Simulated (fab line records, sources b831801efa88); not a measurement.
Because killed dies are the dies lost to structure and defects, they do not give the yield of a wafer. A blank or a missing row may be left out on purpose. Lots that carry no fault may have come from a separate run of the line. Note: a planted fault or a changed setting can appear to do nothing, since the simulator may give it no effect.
Commonality check across tools -- flow sky130 -- 11 lots, 33 wafers sampled

WHY IT WAS OPENED
3 of 11 lots carry a flag on the reading PASSIVATION_CVD_02_THK at SKY_PASSIVATION_THK_MEAS_03. Fault-free wafers read 541 nm, with a standard deviation of 6.7.
Rule: a lot is flagged in two cases, either no wafer of it has a number, or all its wafers with numbers fall more than 4 standard deviations from that mean. The rest of the lots are taken to be sound.

lot,measured,on,"PASSIVATION_CVD_02_THK (nm), wafer by wafer",flag
L208,day 44 20:19,film_metro-03,538 536 537,
L212,day 45 07:06,film_metro-01,534 547 544,
L213,day 45 22:29,film_metro-03,539 543 536,
L215,day 46 04:05,film_metro-03,712 719 731,FLAGGED
L218,day 46 23:43,film_metro-03,708 715 721,FLAGGED
L219,day 47 03:56,film_metro-01,697 706 714,FLAGGED
L220,day 47 09:36,film_metro-01,537 549 542,
L223,day 47 21:21,film_metro-01,539 541 545,
L227,day 48 20:09,film_metro-01,533 532 539,
L229,day 49 03:40,film_metro-01,536 537 548,
L230,day 49 12:56,film_metro-02,542 543 546,
The numbers of the flagged lots are 714 nm on average: +173 nm against the usual, or +26 standard deviations.

WHICH TOOL EACH LOT WENT THROUGH
Before the reading, the record contains 2 process steps out of a 708-step route. Read each cell as the tool, then ch plus the chambers that the sampled wafers visited, then the start.
lot,flag,SKY_METAL5_SPUTTER_03,SKY_PASSIVATION_CVD_02
L208,,"pvd_sputter-01, day 43 20:44","pecvd-03 ch 0,2, day 44 20:04"
L212,,"pvd_sputter-02, day 44 07:46","pecvd-04 ch 0,1,2, day 45 06:52"
L213,,"pvd_sputter-03, day 44 23:53","pecvd-04 ch 0,1,2, day 45 22:20"
L215,FLAGGED,"pvd_sputter-02, day 45 05:32","pecvd-04 ch 0,1, day 46 03:51"
L218,FLAGGED,"pvd_sputter-01, day 46 01:29","pecvd-04 ch 1,2, day 46 23:28"
L219,FLAGGED,"pvd_sputter-02, day 46 06:28","pecvd-04 ch 1,2, day 47 03:42"
L220,,"pvd_sputter-03, day 46 11:46","pecvd-03 ch 0,1,2, day 47 09:22"
L223,,"pvd_sputter-03, day 47 00:26","pecvd-01 ch 1,2, day 47 21:06"
L227,,"pvd_sputter-02, day 48 00:32","pecvd-01 ch 0,1,2, day 48 19:55"
L229,,"pvd_sputter-03, day 48 09:01","pecvd-01 ch 0,1, day 49 03:26"
L230,,"pvd_sputter-01, day 48 17:35","pecvd-01 ch 0,1, day 49 12:43"
What the steps here do:
- SKY_METAL5_SPUTTER_03: material Ti, target thk 5 nm, time 3.3 s.
- SKY_PASSIVATION_CVD_02: deposits Si3N4, target thk 540 nm.
- SKY_PASSIVATION_THK_MEAS_03

FLAGGED AGAINST TOTAL, ONE TOOL AT A TIME (gauges that did the reading follow at the end)
step,tool,lots run,flagged,share of the flagged lots,sound lots run after its first flagged lot
SKY_METAL5_SPUTTER_03,pvd_sputter-01,3,1,some,1 (L230)
SKY_METAL5_SPUTTER_03,pvd_sputter-02,4,2,some,1 (L227)
SKY_METAL5_SPUTTER_03,pvd_sputter-03,4,0,none,-
SKY_PASSIVATION_CVD_02,pecvd-01,4,0,none,-
SKY_PASSIVATION_CVD_02,pecvd-03,2,0,none,-
SKY_PASSIVATION_CVD_02,pecvd-04,5,3,all,0
SKY_PASSIVATION_THK_MEAS_03,film_metro-01,6,1,some,"4 (L220,L223,L227,L229)"
SKY_PASSIVATION_THK_MEAS_03,film_metro-02,1,0,none,-
SKY_PASSIVATION_THK_MEAS_03,film_metro-03,4,2,some,0

WHAT THE TABLE ALLOWS
In the table, 1 row covers all flagged lots: pecvd-04 at SKY_PASSIVATION_CVD_02.
- pecvd-04 at SKY_PASSIVATION_CVD_02 ran 5 lots, 3 of them flagged. Its last sound lot is L213 (day 45 22:20), its first flagged lot L215 (day 46 03:51): a fault that began between those two fits.
Just one tool remains: pecvd-04 at SKY_PASSIVATION_CVD_02.

WHAT THE SIMULATOR PUT IN
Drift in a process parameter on pecvd-04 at SKY_PASSIVATION_CVD_02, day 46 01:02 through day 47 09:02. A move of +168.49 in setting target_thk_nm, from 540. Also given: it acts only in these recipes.
Lots struck among those shown: L215, L218, L219. Same finding as the rule above.
